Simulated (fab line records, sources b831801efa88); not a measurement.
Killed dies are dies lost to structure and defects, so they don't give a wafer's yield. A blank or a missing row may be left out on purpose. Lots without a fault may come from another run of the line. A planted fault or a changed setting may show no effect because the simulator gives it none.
fab line records | flow sky130
record lots=13 wafers=39 last_day=50
route steps=708 shown METAL2@499 VIA2@508 PAD_OPEN@708
lots that met no fault: from a run of the same line without faults
start_h: hours from the record's first day to the start of the lot's first wafer shown | wait_h: hours since the lot's step before | " the same as in the row above | L1.1+2: a row that stands for several wafers | - no value, or no start given | * or withheld: withheld | < > ~ a bound
route shown NAME@n: a module of which the file shows steps, and the number in the route of the first | usual: mean/standard deviation of fault-free wafers | same: alike in all rows | chamber/n: place in a boat | sites: the reading at each site | _std_site: their standard deviation | _edge_site: outer sites' mean less inner sites' | radius_mm: how far each site lies from the wafer's centre | mask NAME#n: copy n | behind: the tool/chamber that last shaped the wafer | hold: why the lot was held/for how many hours/how that ended | device: the transistor (n, p or np) that didn't switch | end of line: the same wafers' tests at the end of the route | a step without rows: its recipe alone | killed: dies lost to structure and defects at the first sort, not the wafer's yield | map: a wafer's dies, x killed, . not, _ none there
set.NAME: the setting as run; set.NAME@STEP: as run at that earlier step | model.NAME: the simulator's own value behind a step, which no gauge read
steps of the route over a sample of lots; a table a step, a row a wafer
services: from which hour (start_h, from the record's first day; less than 0 if before it) a tool's chamber was out of use, for how many hours, and why
## steps
# step SKY_METAL2_OVL_MEAS_16
# usual METAL2_OVL=4/5.2
# columns lot.wafer tool chamber start_h wait_h METAL2_OVL[nm]
L447.2 overlay-01 - 812.76 0.1 9
L447.3 " - " " 6
L447.5 " - " " 8
L450.2 overlay-01 - 842.11 0.1 -6
L450.5 " - " " 2
L450.6 " - " " -9
L448.2 overlay-01 - 843.61 0.1 7
L448.3 " - " " 10
L448.4 " - " " 9
L451.2 overlay-01 - 854.41 0.1 8
L451.3 " - " " 2
L451.4 " - " " 5
L452.1 overlay-02 - 856.51 0.1 3
L452.2 " - " " 7
L452.6 " - " " 10
L453.2 overlay-02 - 865.60 0.1 2
L453.4 " - " " 5
L453.6 " - " " 0
L455.3 overlay-01 - 880.97 0.1 4
L455.4 " - " " -1
L455.5 " - " " 3
L457.1 overlay-01 - 898.60 0.1 -5
L457.2 " - " " -9
L457.5 " - " " 7
L458.1 overlay-02 - 908.61 0.1 10
L458.3 " - " " 13
L458.6 " - " " 5
L459.1 overlay-01 - 912.55 0.1 7
L459.2 " - " " 12
L459.6 " - " " 13
L464.1 overlay-01 - 958.95 0.1 4
L464.2 " - " " -2
L464.6 " - " " 0
L466.2 overlay-02 - 960.20 0.1 13
L466.3 " - " " 3
L466.4 " - " " 6
L469.1 overlay-01 - 995.95 0.1 -4
L469.4 " - " " 0
L469.5 " - " " -4
# step SKY_VIA2_THK_MEAS_01
# recipe reads=SiO2_of_VIA2_HDPCVD_00
# usual VIA2_HDPCVD_THK=1181/10
# columns lot.wafer tool chamber start_h wait_h VIA2_HDPCVD_THK[nm]
L447.2 film_metro-02 - 813.74 0.1 1184
L447.3 " - " " 1203
L447.5 " - " " 1187
L450.2 film_metro-03 - 843.09 0.1 1193
L450.5 " - " " 1187
L450.6 " - " " 1180
L448.2 film_metro-01 - 844.72 0.1 1183
L448.3 " - " " 1158
L448.4 " - " " 1161
L451.2 film_metro-03 - 855.60 0.1 1167
L451.3 " - " " 1182
L451.4 " - " " 1173
L452.1 film_metro-01 - 857.46 0.1 1194
L452.2 " - " " 1177
L452.6 " - " " 1183
L453.2 film_metro-02 - 866.63 0.1 1202
L453.4 " - " " 1180
L453.6 " - " " 1203
L455.3 film_metro-01 - 881.93 0.1 1186
L455.4 " - " " 1178
L455.5 " - " " 1188
L457.1 film_metro-02 - 899.54 0.1 1175
L457.2 " - " " 1185
L457.5 " - " " 1186
L458.1 film_metro-03 - 909.55 0.1 1163
L458.3 " - " " 1186
L458.6 " - " " 1194
L459.1 film_metro-02 - 913.49 0.1 1180
L459.2 " - " " 1191
L459.6 " - " " 1171
L464.1 film_metro-01 - 959.92 0.1 1182
L464.2 " - " " 1181
L464.6 " - " " 1177
L466.2 film_metro-02 - 961.15 0.1 1195
L466.3 " - " " 1169
L466.4 " - " " 1184
L469.1 film_metro-01 - 996.90 0.1 1180
L469.4 " - " " 1174
L469.5 " - " " 1167
# step SKY_VIA2_ETCH_15
# recipe target=SiO2 chemistry=C4F8/O2/Ar target_depth_nm=546 stop_on=TiN mask_material=KrF-thick source_w=1500 bias_w=1200 pressure_mtorr=40 c4f8_flow_sccm=withheld O2_flow_sccm=6 Ar_flow_sccm=300 time_s=84
# usual bias_w=1201/3.4 oes_product_au=0.939/0.0046
# columns lot.wafer tool chamber start_h wait_h bias_w oes_product_au rf_hours_counter_h
L447.2 rie_diel-01 1 840.42 0.0 1205 0.940 15
L447.3 " 3 " " 1202 0.934 12
L447.5 " 3 " " 1201 0.932 -
L450.2 rie_diel-01 2 870.77 0.0 1203 0.940 11
L450.5 " 3 " " 1199 0.944 -
L450.6 " 2 " " 1201 0.940 -
L448.2 rie_diel-02 2 872.08 0.0 1197 0.944 9
L448.3 " 0 " " 1197 0.942 20
L448.4 " 3 " " 1201 0.942 8
L451.2 rie_diel-04 2 882.95 0.0 1198 0.941 11
L451.3 " 1 " " 1200 0.947 0
L451.4 " 0 " " 1201 0.941 5
L452.1 rie_diel-01 0 883.97 0.0 1196 0.939 21
L452.2 " 1 " " 1199 0.934 17
L452.6 " 0 " " 1202 0.941 -
L453.2 rie_diel-02 2 892.80 0.0 1200 0.948 9
L453.4 " 3 " " 1195 0.942 9
L453.6 " 1 " " 1203 0.931 -
L455.3 rie_diel-02 1 908.28 0.0 1193 0.942 2
L455.4 " 3 " " 1193 0.945 9
L455.5 " 1 " " 1197 0.940 -
L457.1 rie_diel-01 0 925.58 0.0 1201 0.930 23
L457.2 " 1 " " 1201 0.936 18
L457.5 " 3 " " 1207 0.935 -
L458.1 rie_diel-02 3 934.67 0.0 1194 0.949 10
L458.3 " 1 " " 1204 0.936 2
L458.6 " 3 " " 1198 0.934 -
L459.1 rie_diel-02 2 938.15 0.0 1194 0.934 11
L459.2 " 3 " " 1201 0.944 10
L459.6 " 1 " " 1201 0.939 -
L464.1 rie_diel-04 1 984.62 0.0 1204 0.944 4
L464.2 " 0 " " 1204 0.941 8
L464.6 " 1 " " 1207 0.947 -
L466.2 rie_diel-01 3 985.55 0.0 1242 0.937 17
L466.3 " 0 " " 1240 0.932 24
L466.4 " 2 " " 1239 0.938 14
L469.1 rie_diel-01 1 1020.63 0.0 1246 0.940 21
L469.4 " 0 " " 1241 0.940 25
L469.5 " 0 " " 1242 0.937 -
# step SKY_VIA2_CVD_21
# recipe material=W target_thk_nm=420 time_s=126.4 temp_c=400 pressure_torr=40
# usual heater_power_w=922/140
# columns lot.wafer tool chamber start_h wait_h heater_power_w
L447.2 cvd_w-01 0 841.19 0.0 860
L447.3 " 1 " " 1135
L447.5 " 1 " " 1125
L450.2 cvd_w-02 1 871.50 0.0 817
L450.5 " 0 " " 986
L450.6 " 1 " " 805
L448.2 cvd_w-02 0 872.83 0.0 1002
L448.3 " 1 " " 787
L448.4 " 0 " " 1028
L451.2 cvd_w-01 0 883.71 0.0 840
L451.3 " 1 " " 1133
L451.4 " 0 " " 867
L452.1 cvd_w-01 1 884.74 0.0 1180
L452.2 " 0 " " 826
L452.6 " 0 " " 847
L453.2 cvd_w-02 0 893.52 0.0 946
L453.4 " 1 " " 797
L453.6 " 0 " " 984
L455.3 cvd_w-01 1 909.09 0.1 1170
L455.4 " 1 " " 1113
L455.5 " 1 " " 1144
L457.1 cvd_w-01 1 926.73 0.0 1155
L457.2 " 0 " " 822
L457.5 " 0 " " 872
L458.1 cvd_w-02 1 935.83 0.0 758
L458.3 " 1 " " 746
L458.6 " 1 " " 760
L459.1 cvd_w-01 0 938.99 0.0 840
L459.2 " 1 " " 1133
L459.6 " 1 " " 1123
L464.1 cvd_w-01 1 985.40 0.0 1157
L464.2 " 0 " " 836
L464.6 " 1 " " 1136
L466.2 cvd_w-02 0 986.31 0.0 909
L466.3 " 0 " " 912
L466.4 " 1 " " 770
L469.1 cvd_w-02 0 1021.34 0.0 943
L469.4 " 1 " " 767
L469.5 " 0 " " 928
# step SKY_PAD_OPEN_PROBE_99
# usual defect_limited_yield=82.5/2.1 killed_at_M0_to_M3=43/6.8 killed_at_M4_up=3.2/1.7 killed_at_contacts=24/5.6 killed_at_front_end=15/4.7 killed_at_other=0.3/0.59 killed_dies=86/10 killed_open=47/6.8 killed_short=39/6.4 sort_bin_3_pad_short=0.9/0.42 sort_bin_5_function=10.5/1.6 sort_bin_6_memory=6.2/1.1 sort_n_pass=406/10 sort_yield_pct=82.5/2.1
# same gross_dies=492 killed_at_back_side=0 sort_bin_4_leakage[%]=0 sort_bin_8_speed[%]=0
# columns lot.wafer tool chamber start_h wait_h defect_limited_yield[%] killed_at_M0_to_M3 killed_at_M4_up killed_at_contacts killed_at_front_end killed_at_other killed_dies killed_open killed_short sort_bin_3_pad_short[%] sort_bin_5_function[%] sort_bin_6_memory[%] sort_n_pass sort_yield_pct[%]
L447.2 prober-02 - 1068.17 0.1 82.1 43 6 24 15 0 88 52 35 0.6 9.3 7.9 404 82.1
L447.3 prober-02 - 1068.22 0.2 81.9 37 3 36 13 0 89 48 40 1.2 9.8 7.1 403 81.9
L447.5 prober-02 - 1068.32 0.2 79.5 58 3 22 17 1 101 56 45 1.6 11.6 7.3 391 79.5
L450.2 prober-02 - 1093.95 0.1 83.3 44 3 23 12 0 82 49 33 0.4 9.8 6.5 410 83.3
L450.5 prober-02 - 1094.10 0.2 77.6 48 7 40 15 0 110 70 40 0.4 13.4 8.5 382 77.6
L450.6 prober-02 - 1094.15 0.2 81.5 43 3 24 21 0 91 44 46 1.4 11.0 6.1 401 81.5
L452.1 prober-01 - 1104.21 0.1 80.7 53 4 27 8 3 95 58 35 0.4 10.6 8.3 397 80.7
L452.2 prober-01 - 1104.26 0.1 82.5 39 3 30 13 1 86 49 36 0.2 9.8 7.5 406 82.5
L452.6 prober-01 - 1104.46 0.2 86.4 38 5 17 6 1 67 34 32 1.2 7.9 4.5 425 86.4
L466.2 prober-01 - 1183.61 0.1 82.9 51 3 19 11 0 84 46 38 0.6 10.8 5.7 408 82.9
L466.3 prober-01 - 1183.66 0.2 79.1 41 7 35 19 1 103 53 50 0.2 11.8 8.9 389 79.1
L466.4 prober-01 - 1183.71 0.2 79.7 50 4 30 16 0 100 48 52 1.0 12.8 6.5 392 79.7
L469.1 prober-01 - 1204.60 0.1 82.3 43 2 25 17 0 87 46 40 0.4 11.4 5.9 405 82.3
L469.4 prober-01 - 1204.75 0.2 82.9 42 2 24 16 0 84 52 31 0.2 12.0 4.9 408 82.9
L469.5 prober-01 - 1204.80 0.2 82.5 44 3 22 17 0 86 44 42 0.4 10.8 6.3 406 82.5
# killed by level:class
L447.2 VIA1:geometric_particle:open=12 VIA2:geometric_particle:open=8 LI_CONTACT:geometric_particle:open=7 CONTACT:geometric_particle:open=6 CONTACT:geometric_particle:short=5 METAL2:geometric_particle:short=5 VIA3:geometric_particle:open=5 METAL4:geometric_particle:short=5
L447.3 VIA1:geometric_particle:open=13 CONTACT:geometric_particle:open=12 LI_CONTACT:geometric_particle:open=8 CONTACT:geometric_particle:short=7 LOCAL_INTERCONNECT:geometric_particle:short=5 FIELD_ISO:geometric_particle:open=4 LI_CONTACT:geometric_particle:short=4 VIA3:geometric_particle:short=4
L447.5 VIA1:geometric_particle:open=11 VIA3:geometric_particle:open=8 CONTACT:geometric_particle:open=8 METAL2:geometric_particle:short=7 METAL1:geometric_particle:short=7 VIA2:geometric_particle:open=7 FIELD_ISO:geometric_particle:open=5 LI_CONTACT:geometric_particle:open=4
L450.2 CONTACT:geometric_particle:open=14 VIA3:geometric_particle:open=10 VIA1:geometric_particle:open=7 VIA2:geometric_particle:open=7 METAL1:geometric_particle:short=5 SPACER:geometric_particle:short=4 VIA1:geometric_particle:short=4 METAL2:geometric_particle:short=4
L450.5 LI_CONTACT:geometric_particle:open=14 VIA2:geometric_particle:open=13 CONTACT:geometric_particle:open=12 VIA1:geometric_particle:open=8 METAL1:geometric_particle:short=6 VIA3:geometric_particle:open=6 LI_CONTACT:geometric_particle:short=5 POLY_GATE:geometric_particle:short=4
L450.6 VIA2:geometric_particle:open=10 LI_CONTACT:geometric_particle:open=8 CONTACT:geometric_particle:open=8 POLY_GATE:geometric_particle:short=6 VIA1:geometric_particle:short=6 VIA1:geometric_particle:open=6 METAL2:geometric_particle:short=6 METAL1:geometric_particle:short=5
L452.1 VIA1:geometric_particle:open=13 VIA2:geometric_particle:open=13 CONTACT:geometric_particle:open=8 LI_CONTACT:geometric_particle:open=7 VIA3:geometric_particle:open=6 VIA3:geometric_particle:short=6 METAL2:geometric_particle:short=5 LOCAL_INTERCONNECT:geometric_particle:short=5
L452.2 CONTACT:geometric_particle:open=14 VIA1:geometric_particle:open=9 METAL2:geometric_particle:short=6 LI_CONTACT:geometric_particle:open=5 METAL1:geometric_particle:short=5 VIA2:geometric_particle:open=5 VIA3:geometric_particle:open=5 LOCAL_INTERCONNECT:geometric_particle:short=4
L452.6 METAL2:geometric_particle:short=10 CONTACT:geometric_particle:open=8 VIA2:geometric_particle:open=6 VIA1:geometric_particle:open=6 LI_CONTACT:geometric_particle:open=5 VIA3:geometric_particle:short=4 METAL4:geometric_particle:short=4 POLY_GATE:geometric_particle:open=3
L466.2 VIA1:geometric_particle:open=13 CONTACT:geometric_particle:short=7 METAL2:geometric_particle:short=7 CONTACT:geometric_particle:open=6 VIA2:geometric_particle:open=6 VIA3:geometric_particle:open=6 FIELD_ISO:geometric_particle:open=4 VIA1:geometric_particle:short=4
L466.3 LI_CONTACT:geometric_particle:open=13 CONTACT:geometric_particle:open=12 FIELD_ISO:geometric_particle:short=8 VIA1:geometric_particle:open=5 VIA1:geometric_particle:short=5 VIA2:geometric_particle:open=5 METAL2:geometric_particle:short=5 VIA3:geometric_particle:open=5
L466.4 VIA1:geometric_particle:short=12 CONTACT:geometric_particle:open=8 VIA2:geometric_particle:open=8 LOCAL_INTERCONNECT:geometric_particle:short=7 VIA3:geometric_particle:open=7 FIELD_ISO:geometric_particle:short=6 LI_CONTACT:geometric_particle:open=6 METAL1:geometric_particle:short=6
L469.1 VIA1:geometric_particle:open=10 VIA3:geometric_particle:open=8 CONTACT:geometric_particle:short=8 LI_CONTACT:geometric_particle:open=7 CONTACT:geometric_particle:open=7 VIA1:geometric_particle:short=6 FIELD_ISO:geometric_particle:open=5 SPACER:geometric_particle:open=4
L469.4 FIELD_ISO:geometric_particle:open=9 VIA1:geometric_particle:open=9 LI_CONTACT:geometric_particle:open=7 METAL1:geometric_particle:short=7 CONTACT:geometric_particle:open=6 VIA2:geometric_particle:open=6 VIA3:geometric_particle:open=5 FIELD_ISO:geometric_particle:short=4
L469.5 VIA1:geometric_particle:open=14 METAL1:geometric_particle:short=9 LI_CONTACT:geometric_particle:open=7 LOCAL_INTERCONNECT:geometric_particle:short=6 VIA2:geometric_particle:open=6 FIELD_ISO:geometric_particle:short=4 FIELD_ISO:geometric_particle:open=3 POLY_GATE:geometric_particle:short=3
## services
# columns tool chamber start_h hours kind
rie_diel-02 1 825.34 - clean
rie_diel-02 1 825.34 18.0 scheduled_down
rie_diel-02 1 825.34 18.0 vent_cycle
rie_diel-04 0 840.28 5.1 repair
cvd_w-01 - 841.43 0.7 repair
rie_diel-04 1 856.06 - clean
rie_diel-04 1 856.06 18.4 scheduled_down
rie_diel-02 3 878.38 3.5 repair
rie_diel-01 3 881.20 2.9 repair
cvd_w-01 0 896.46 12.7 repair
cvd_w-02 - 904.00 14.0 pm
cvd_w-02 0 904.00 14.0 vent_cycle
cvd_w-02 1 904.00 14.0 vent_cycle
rie_diel-04 0 906.36 2.4 repair
cvd_w-02 0 918.00 - clean
cvd_w-02 1 918.00 - clean
rie_diel-02 0 923.89 - clean
rie_diel-02 0 923.89 19.5 scheduled_down
rie_diel-02 0 923.89 19.5 vent_cycle
rie_diel-02 1 927.62 3.8 repair
rie_diel-01 0 953.63 3.6 repair
cvd_w-02 - 962.80 6.9 pm
rie_diel-04 3 966.61 9.7 repair
rie_diel-04 2 979.52 9.5 repair
## key
first_sign step=SKY_VIA2_ETCH_15 reading=bias_w direction=up sigmas=12 usual=1201 struck=1242
effect none on later readings
met_at SKY_VIA2_ETCH_15
struck_lots L466,L469
not_acting_at SKY_METAL2_OVL_MEAS_16,SKY_VIA2_THK_MEAS_01,SKY_VIA2_CVD_21
onset_between 925.58 985.55
fault kind=process_parameter_drift tool=rie_diel-01 chamber=- onset_h=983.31 steps=SKY_VIA2_ETCH_15 channel=bias_w offset=41.719 shape=step end_h=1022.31 acts_in=these_recipes_only stated=1200
